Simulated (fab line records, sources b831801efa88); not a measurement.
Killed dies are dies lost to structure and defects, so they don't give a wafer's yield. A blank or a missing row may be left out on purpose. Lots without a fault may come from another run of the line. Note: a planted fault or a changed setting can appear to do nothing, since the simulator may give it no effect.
A struck lot beside a sound one | flow sky130 | 15 steps out of a route of 708
Sound: the wafers L205.3, L205.4, L205.6. The struck wafers were L210.1, L210.3, L210.4. The cause is named last.
Order at every step that has rows: each side's tool, ch and its chambers, its first start. Under that, the readings that differ: sound wafers | struck wafers | difference of the means | sigmas: that difference in standard deviations of wafers without a fault.
alike: readings whose means differ by less than 2 such deviations, and words and numbers that are the same on both sides. not compared: withheld readings, readings that some wafer has no value for, bounds like >300 that may hide the same value, and numbers for which the record gives no deviation and whose values overlap.
Wherever a step has rows on one side only, a row that says differs or no value, or a row with sigmas, the two part there. Numbers that don't overlap but have no deviation are shown without sigmas and don't part them. A reading that every wafer of one side lacks parts them only if that side has two wafers or more.

SKY_CONTACT_STRIP_19: strips in O2/N2.
  sound on plasma-asher-04 ch 0,1, day 32 21:46; struck on plasma-asher-04 ch 0,1, day 34 11:58
  alike: drypump-motor-current-A, oes-product-au, strip-time-to-endpoint-s
  not compared: rf-hours-counter-h
then, 4 steps without rows for these wafers: SKY_CONTACT_STRIP_20 (strips in post etch residue remover, time 1200 s); SKY_CONTACT_CLEAN_21 (cleans in IPA, time 180 s); SKY_CONTACT_CLEAN_22 (cleans in O3/DIW); SKY_CONTACT_SPUTTER_23 (material TiN, target thk 20 nm, time 80 s).
SKY_CONTACT_CVD_24: deposits W, target thk 340 nm, time 102.12 s.
  sound on cvd-w-01 ch 0,1, day 32 22:34; struck on cvd-w-01 ch 0,1, day 34 12:37
  alike: heater-power-outer-w, heater-power-w
SKY_CONTACT_RS_MEAS_25: measures by four-point-probe.
  sound on film-metro-03 at day 32 22:41; struck on film-metro-03 at day 34 12:44
  alike: CONTACT_W_RS
SKY_CONTACT_THK_MEAS_26: measures by xrf.
  sound on film-metro-03 at day 32 22:47; struck on film-metro-03 at day 34 12:51
  alike: CONTACT_W_THK
SKY_CONTACT_CMP_27: polishes, stops on SiO2, t overpolish 15 s, target thk 0 nm.
  sound on cmp-02 ch 1,3, day 32 22:52; struck on cmp-02 ch 0,2,3, day 34 12:55
  alike: head-pressure-psi, motor-current-A, overpolish-run-s, time-to-endpoint-s
then, 2 steps without rows for these wafers: SKY_METAL1_SPUTTER_00 (material Ti, target thk 15 nm, time 10 s); SKY_METAL1_SPUTTER_01 (material TiN, target thk 20 nm, time 16.7 s).
SKY_METAL1_SPUTTER_02: material AlCu, target thk 250 nm, time 13.3 s.
  sound on pvd-sputter-01 at day 32 23:10; struck on pvd-sputter-03 at day 34 13:16
  alike: cathode-dc-power-W, chamber-pressure-pa, throttle-valve-pct
SKY_METAL1_SPUTTER_03: material Ti, target thk 5 nm, time 3.3 s.
  sound on pvd-sputter-01 at day 32 23:11; struck on pvd-sputter-03 at day 34 13:17
  no value came back on the struck wafers for cathode-dc-power-W (W), chamber-pressure-pa (Pa), throttle-valve-pct (%), time-s (s); on the sound wafers cathode-dc-power-W (W) reads 3000.4 2999.8 2999.9
SKY_METAL1_SPUTTER_04: material TiN, target thk 70 nm, time 58.3 s.
  sound on pvd-sputter-01 at day 32 23:13; struck on pvd-sputter-03 at day 34 13:19
  alike: cathode-dc-power-W, chamber-pressure-pa, throttle-valve-pct
-- the record jumps here: 14 days lie between the struck wafers' starts before and after (it left off in module METAL1 and takes up again in module PAD_OPEN, whose first step shown is number 708 of the route) --
SKY_PAD_OPEN_PROBE_99:
  only the struck wafers here have rows in the record (prober-01, day 48 01:58); the sound ones have none

## WHERE THEY PART
First at SKY_METAL1_SPUTTER_03; last, within this record, at SKY_PAD_OPEN_PROBE_99.

WHY: what had been put in by the simulator
Whole step skipped at SKY_METAL1_SPUTTER_03 on pvd-sputter-03, starting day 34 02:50. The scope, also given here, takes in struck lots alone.
